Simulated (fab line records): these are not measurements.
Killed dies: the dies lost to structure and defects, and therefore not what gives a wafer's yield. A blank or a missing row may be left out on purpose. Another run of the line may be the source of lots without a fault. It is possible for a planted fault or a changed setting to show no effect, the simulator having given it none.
A lot that was struck, set against a sound lot    flow gf180mcu    14 steps out of a route of 602
Sound: these wafers, L232.1, L232.4, L232.6. Wafers L240.1, L240.4, L240.6 were the ones struck. Last of all comes the cause.
Per side, at each step with rows, come the tool, then ch with its chambers, and then its first start. Under that, the readings that differ: sound wafers    struck wafers    difference of the means    sigmas: that difference in standard deviations of wafers without a fault.
alike: readings whose means differ by less than 2 such deviations, and words and numbers that are the same on both sides. not compared: withheld readings, readings that some wafer has no value for, bounds like >300 that may hide the same value, and numbers for which the record gives no deviation and whose values overlap.
Wherever a step has rows on one side only, a row that says differs or no value, or a row with sigmas, the two part there. Numbers that don't overlap but have no deviation are shown without sigmas and don't part them. Lack of a reading on every wafer of one side parts them only where that side has two or more wafers.

first, 3 steps without rows for these wafers: GF_LVPWELL_EXPOSE_04 (exposes mask LVPWELL, target cd 600 nm); GF_LVPWELL_PEB_05; GF_LVPWELL_DEVELOP_06 (develop time 60 s).
GF_LVPWELL_OVL_MEAS_07:
  sound on overlay-01 at day 5 12:36; struck on overlay-01 at day 7 09:55
  alike: LVPWELL_OVL
then, 2 steps without rows for these wafers: GF_LVPWELL_IMPLANT_08; GF_LVPWELL_IMPLANT_09.
GF_LVPWELL_STRIP_10: strips in O2/N2.
  sound on plasma asher-01 ch 1, day 5 12:56; struck on plasma asher-01 ch 1, day 7 10:14
  alike: drypump motor current A, heater power w, oes product au, strip time to endpoint s
  not compared: rf hours counter h
GF_LVPWELL_TW_MEAS_11:
  sound on film metro-03 at day 5 13:02; struck on film metro-03 at day 7 10:20
  alike: LVPWELL_TW
then, 4 steps without rows for these wafers: GF_MVSD_DEHYDRATE_00 (time 60 s); GF_MVSD_HMDS_01 (prime time 60 s); GF_MVSD_COAT_02 (resist thk 3000 nm); GF_MVSD_SOFTBAKE_03.
GF_MVSD_EXPOSE_04: exposes mask MVSD, target cd 1000 nm.
  sound on iline stepper-02 ch 0, day 5 20:37; struck on iline stepper-01, day 7 18:28
  no value came back on the struck wafers for exposure dose mJ cm2, focus offset nm (nm); on the sound wafers exposure dose mJ cm2 reads 259.85 260.63 260.40
  alike: mask
following that, these wafers have no rows for 1 step: GF_MVSD_PEB_05.

== WHERE THEY PART ==
Only at GF_MVSD_EXPOSE_04, as far as this record shows.

WHY: whatever the simulator had introduced
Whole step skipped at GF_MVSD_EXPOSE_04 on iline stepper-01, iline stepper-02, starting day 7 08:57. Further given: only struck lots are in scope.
